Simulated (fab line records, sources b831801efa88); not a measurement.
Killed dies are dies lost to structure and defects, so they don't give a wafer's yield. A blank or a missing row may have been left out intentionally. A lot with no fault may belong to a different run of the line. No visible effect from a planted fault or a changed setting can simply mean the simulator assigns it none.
fab line records	flow sky130
record lots=7	wafers=21	lastDay=50
route steps=708 shown POLY_GATE@205 RES_PROTECT@206 PAD_OPEN@708
lots untouched by any fault: they come from a run of this same line in which no faults occurred
startH: the number of hours between the record's first day and the start of the first shown wafer of the lot	waitH: hours from the lot's prior step to this one	" unchanged from the row above	L1.1+2: a row that stands for several wafers	- no value present, or no start provided	* or withheld: withheld	< > ~ a bound
route shown NAME@n: a module of which the file shows steps, and the number in the route of the first	usual: mean/standard deviation of fault-free wafers	same: alike in all rows	chamber/n: place in a boat	sites: each site's reading	_std_site: the values' standard deviation	_edge_site: outer sites' mean less inner sites'	radiusMm: how far each site lies from the wafer's centre	mask NAME#n: copy n	behind: the tool/chamber that last shaped the wafer	hold: why the lot was held/for how many hours/how that ended	device: names the non-switching transistor (n, p or np)	end of line: tests run on the same wafers once the route is complete	step lacking rows: just its recipe	killed: the dies lost at the first sort to structure and to defects; this is not the yield of the wafer	map: dies across one wafer; x = killed, . = not, _ = none there
set.NAME: the setting as run; set.NAME@STEP: as run at that earlier step	model.NAME: the simulator's own value behind a step, which no gauge read
a table for each step, a row for each wafer; lots at some steps of the route
services: from which hour (startH, from the record's first day; less than 0 if before it) a tool's chamber was out of use, for how many hours, and why
## steps
# step SKY_POLY_GATE_THK_MEAS_01
# recipe reads=poly-Si_of_POLY_GATE_CVD_00
# usual POLY_GATE_CVD_00_THK=179.6/1.4
lot.wafer	tool	chamber	startH	waitH	POLY_GATE_CVD_00_THK[nm]
L895.1	filmMetro-04	-	396.90	0.0	178.8
L895.5	"	-	"	"	177.7
L895.6	"	-	"	"	180.5
L904.3	filmMetro-01	-	467.48	0.0	180.5
L904.5	"	-	"	"	181.0
L904.6	"	-	"	"	180.6
L905.1	filmMetro-03	-	473.78	0.0	178.0
L905.3	"	-	"	"	179.0
L905.4	"	-	"	"	179.5
L906.3	filmMetro-03	-	486.00	0.0	177.6
L906.5	"	-	"	"	179.5
L906.6	"	-	"	"	178.9
L907.1	filmMetro-03	-	499.68	0.0	178.0
L907.5	"	-	"	"	178.4
L907.6	"	-	"	"	179.2
L909.1	filmMetro-01	-	503.87	0.0	178.5
L909.3	"	-	"	"	180.4
L909.4	"	-	"	"	179.3
L908.1	filmMetro-03	-	505.67	0.0	177.8
L908.3	"	-	"	"	178.2
L908.5	"	-	"	"	179.5
# step SKY_RES_PROTECT_DEHYDRATE_00
# recipe tempC=200.8	timeS=60
# step SKY_RES_PROTECT_HMDS_01
# recipe primeTimeS=60	primeTempC=120
# step SKY_RES_PROTECT_COAT_02
# recipe resist=NOVOLAK	spinRpm=3000	resistThkNm=1140
# step SKY_RES_PROTECT_SOFTBAKE_03
# recipe tempC=90	timeS=60	resist=NOVOLAK
# step SKY_RES_PROTECT_EXPOSE_04
# recipe maskId=RPM	na=0.6	sourceShape=conventional	sigmaOuter=0.6	polarization=unpolarized	targetCdNm=1270	doseMj=131
# step SKY_RES_PROTECT_PEB_05
# recipe tempC=withheld	timeS=*	resist=NOVOLAK
# step SKY_RES_PROTECT_DEVELOP_06
# recipe resist=NOVOLAK	developer=TMAH	developTimeS=60	devTempC=23
# step SKY_POLY_GATE_IMPLANT_02
# recipe species=P	energyKev=30	doseCm2=7.7e+15	tiltDeg=0
# step SKY_RES_PROTECT_STRIP_07
# recipe chemistry=O2/N2	powerW=1400	pressureMtorr=1500	platenTempC=withheld	o2FlowSccm=3000	n2FlowSccm=300	overashFraction=0.5
# usual drypumpMotorCurrentA=5.7/0.42	oesProductAu=0.517/0.0048	stripTimeToEndpointS=23.32/0.042
lot.wafer	tool	chamber	startH	waitH	drypumpMotorCurrentA	oesProductAu	rfHoursCounterH	stripTimeToEndpointS
L895.1	plasmaAsher-01	1	426.49	0.1	5.7	0.513	75	23.36
L895.5	"	1	"	"	5.7	0.518	-	23.35
L895.6	"	0	"	"	5.2	0.515	-	23.34
L904.3	plasmaAsher-02	0	498.38	0.1	5.7	0.516	-	23.35
L904.5	"	0	"	"	5.7	0.515	-	23.31
L904.6	"	1	"	"	5.1	0.515	-	23.33
L905.1	plasmaAsher-02	1	504.95	0.1	5.1	0.512	66	23.24
L905.3	"	1	"	"	5.1	0.515	-	23.26
L905.4	"	0	"	"	5.7	0.514	-	23.26
L906.3	plasmaAsher-02	1	517.28	0.1	5.1	0.519	-	23.26
L906.5	"	0	"	"	5.7	0.517	-	23.23
L906.6	"	1	"	"	5.0	0.518	-	23.30
L907.1	plasmaAsher-01	1	531.01	0.1	5.7	0.515	86	23.32
L907.5	"	1	"	"	5.7	0.524	-	23.36
L907.6	"	0	"	"	5.2	0.528	-	23.31
L909.1	plasmaAsher-02	1	534.29	0.1	5.1	0.518	69	23.31
L909.3	"	1	"	"	5.1	0.530	-	23.34
L909.4	"	0	"	"	5.7	0.513	-	23.33
L908.1	plasmaAsher-04	0	536.10	0.1	5.9	0.523	42	23.29
L908.3	"	1	"	"	6.4	0.515	-	23.25
L908.5	"	0	"	"	5.9	0.518	-	23.33
# step SKY_RES_PROTECT_TW_MEAS_08
# usual POLY_GATE_TW=4030/43
lot.wafer	tool	chamber	startH	waitH	POLY_GATE_TW
L895.1	filmMetro-01	-	426.59	0.1	3960
L895.5	"	-	"	"	3995
L895.6	"	-	"	"	3978
L904.3	filmMetro-01	-	498.47	0.1	3998
L904.5	"	-	"	"	3993
L904.6	"	-	"	"	3997
L905.1	filmMetro-02	-	505.05	0.1	4067
L905.3	"	-	"	"	4088
L905.4	"	-	"	"	4079
L906.3	filmMetro-01	-	517.36	0.1	3970
L906.5	"	-	"	"	3987
L906.6	"	-	"	"	3959
L907.1	filmMetro-02	-	531.11	0.1	4055
L907.5	"	-	"	"	4025
L907.6	"	-	"	"	4078
L909.1	filmMetro-03	-	534.39	0.1	4065
L909.3	"	-	"	"	4092
L909.4	"	-	"	"	4062
L908.1	filmMetro-01	-	536.20	0.1	3959
L908.3	"	-	"	"	3944
L908.5	"	-	"	"	3944
# step SKY_RES_PROTECT_CLEAN_09
# recipe chemistry=SC1/SC2	mix=1:4:20	tempC=70	timeS=150	dry=n2Spin
# step SKY_POLY_GATE_CVD_03
# recipe material=Si3N4	precursor=DCS/NH3	targetThkNm=75	tempC=770	timeS=1290	pressureMtorr=250
# usual pressureMtorr=249.8/0.46	spikeTcBottomC=790.9/1.1	susceptorTempC=770.0/0.32
lot.wafer	tool	chamber	startH	waitH	pressureMtorr	spikeTcBottomC	susceptorTempC
L895.1	lpcvd-02	0	426.70	0.0	249.9	792.5	770.3
L895.5	"	0	"	"	250.6	790.9	770.1
L895.6	"	0	"	"	250.0	789.0	770.5
L904.3	lpcvd-02	1	498.59	0.0	250.1	791.8	770.2
L904.5	"	1	"	"	250.3	791.3	769.7
L904.6	"	1	"	"	250.2	791.9	769.6
L905.1	lpcvd-02	1	505.16	0.0	-	-	-
L905.3	"	1	"	"	-	-	-
L905.4	"	1	"	"	-	-	-
L906.3	lpcvd-02	0	517.46	0.0	-	-	-
L906.5	"	0	"	"	-	-	-
L906.6	"	0	"	"	-	-	-
L907.1	lpcvd-02	1	531.22	0.0	-	-	-
L907.5	"	1	"	"	-	-	-
L907.6	"	1	"	"	-	-	-
L909.1	lpcvd-02	1	534.51	0.0	250.4	790.3	770.2
L909.3	"	1	"	"	250.6	790.1	769.9
L909.4	"	1	"	"	250.2	791.0	769.8
L908.1	lpcvd-02	0	536.92	0.6	250.5	791.1	769.7
L908.3	"	0	"	"	250.1	790.5	769.5
L908.5	"	0	"	"	250.0	788.8	769.6
# step SKY_PAD_OPEN_PROBE_99
# usual defectLimitedYield=82.1/1.9	killed_at_M0_to_M3=44/6.6	killed_at_M4_up=3.0/1.9	killedAtContacts=24/5.1	killedAtFrontEnd=16/4.6	killedAtOther=0.3/0.59	killedDies=88/9.5	killedOpen=48/6.7	killedShort=40/6.1	sort_bin_3_pad_short=0.9/0.43	sort_bin_5_function=10.7/1.6	sort_bin_6_memory=6.3/1.1	sortNPass=404/9.5	sortYieldPct=82.1/1.9
# same grossDies=492	killedAtBackSide=0	sort_bin_4_leakage[%]=0	sort_bin_8_speed[%]=0
lot.wafer	tool	chamber	startH	waitH	defectLimitedYield[%]	killed_at_M0_to_M3	killed_at_M4_up	killedAtContacts	killedAtFrontEnd	killedAtOther	killedDies	killedOpen	killedShort	sort_bin_3_pad_short[%]	sort_bin_5_function[%]	sort_bin_6_memory[%]	sortNPass	sortYieldPct[%]
L895.1	prober-01	-	1139.74	0.1	81.9	47	4	25	13	0	89	51	38	1.0	10.2	6.9	403	81.9
L895.5	prober-01	-	1139.94	0.2	83.5	45	2	23	11	0	81	38	43	0.4	8.7	7.3	411	83.5
L895.6	prober-01	-	1139.99	0.2	80.5	46	4	31	15	0	96	47	49	1.6	10.4	7.5	396	80.5
L909.1	prober-02	-	1201.64	0.1	83.7	44	2	24	10	0	80	43	37	0.6	11.4	4.3	412	83.7
L909.3	prober-02	-	1201.74	0.2	80.7	53	0	23	18	1	95	53	42	1.2	11.0	7.1	397	80.7
L909.4	prober-02	-	1201.79	0.2	83.3	50	0	20	11	1	82	47	35	0.4	8.9	7.3	410	83.3
L908.1	prober-02	-	1205.80	0.1	86.0	26	5	25	13	0	69	38	31	0.4	9.8	3.9	423	86.0
L908.3	prober-02	-	1205.90	0.2	84.6	34	0	23	19	0	76	40	36	0.4	11.0	4.1	416	84.6
L908.5	prober-02	-	1206.00	0.2	80.5	47	5	26	17	1	96	56	40	1.4	11.8	6.3	396	80.5
# killed by level:class
L895.1 VIA1:geometricParticle:open=11 CONTACT:geometricParticle:open=10 METAL1:geometricParticle:short=9 VIA3:geometricParticle:open=9 FIELD_ISO:geometricParticle:open=6 LI_CONTACT:geometricParticle:open=6 CONTACT:geometricParticle:short=6 VIA1:geometricParticle:short=4
L895.5 VIA1:geometricParticle:open=12 METAL2:geometricParticle:short=9 CONTACT:geometricParticle:short=8 METAL1:geometricParticle:short=7 CONTACT:geometricParticle:open=6 LI_CONTACT:geometricParticle:open=4 VIA2:geometricParticle:open=4 FIELD_ISO:geometricParticle:short=3
L895.6 LI_CONTACT:geometricParticle:open=10 VIA1:geometricParticle:open=9 CONTACT:geometricParticle:open=8 METAL2:geometricParticle:short=7 VIA2:geometricParticle:open=7 POLY_GATE:geometricParticle:short=6 LOCAL_INTERCONNECT:geometricParticle:short=6 VIA2:geometricParticle:short=5
L909.1 VIA1:geometricParticle:open=10 VIA3:geometricParticle:open=8 VIA1:geometricParticle:short=7 METAL1:geometricParticle:short=6 LI_CONTACT:geometricParticle:short=6 VIA2:geometricParticle:open=6 CONTACT:geometricParticle:open=6 LI_CONTACT:geometricParticle:open=5
L909.3 VIA1:geometricParticle:open=17 METAL2:geometricParticle:short=7 FIELD_ISO:geometricParticle:short=6 LOCAL_INTERCONNECT:geometricParticle:short=6 CONTACT:geometricParticle:open=6 VIA3:geometricParticle:open=6 FIELD_ISO:geometricParticle:open=5 VIA2:geometricParticle:short=5
L909.4 VIA1:geometricParticle:open=12 CONTACT:geometricParticle:open=10 VIA2:geometricParticle:open=8 VIA3:geometricParticle:open=6 METAL1:geometricParticle:short=5 VIA3:geometricParticle:short=4 FIELD_ISO:geometricParticle:short=4 VIA1:geometricParticle:short=4
L908.1 CONTACT:geometricParticle:open=8 METAL2:geometricParticle:short=8 LI_CONTACT:geometricParticle:open=7 FIELD_ISO:geometricParticle:open=6 LI_CONTACT:geometricParticle:short=4 VIA3:geometricParticle:open=4 VIA2:geometricParticle:open=4 VIA3:geometricParticle:short=3
L908.3 VIA1:geometricParticle:open=11 CONTACT:geometricParticle:open=9 FIELD_ISO:geometricParticle:short=8 VIA1:geometricParticle:short=8 CONTACT:geometricParticle:short=6 SPACER:geometricParticle:open=4 LOCAL_INTERCONNECT:geometricParticle:short=4 METAL2:geometricParticle:short=4
L908.5 VIA1:geometricParticle:open=11 LI_CONTACT:geometricParticle:open=10 METAL1:geometricParticle:short=8 VIA3:geometricParticle:open=8 CONTACT:geometricParticle:short=5 CONTACT:geometricParticle:open=5 VIA2:geometricParticle:open=5 POLY_GATE:geometricParticle:open=4
## services
tool	chamber	startH	hours	kind
plasmaAsher-04	-	420.45	4.3	pm
lpcvd-02	-	443.77	2.8	pm
lpcvd-02	-	447.20	0.5	repair
plasmaAsher-01	-	455.98	4.2	repair
plasmaAsher-02	-	464.49	2.4	repair
plasmaAsher-01	-	464.81	1.4	repair
plasmaAsher-01	-	500.85	1.5	repair
## key
firstSign step=SKY_POLY_GATE_CVD_03	reading=toolRecord	direction=missing
effect none on later readings
metAt SKY_POLY_GATE_CVD_03
struckWafers L905.1,L905.3,L905.4,L906.3,L906.5,L906.6,L907.1,L907.5,L907.6
scrappedBehind SKY_POLY_GATE_THK_MEAS_04 L905.1,L905.3,L905.4,L906.3,L906.5,L906.6,L907.1,L907.5,L907.6
onsetBetween 498.59 505.16
fault kind=skippedStepWhole	tool=lpcvd-02	chamber=-	onsetH=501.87	steps=SKY_POLY_GATE_CVD_03	scope=struckLotsOnly
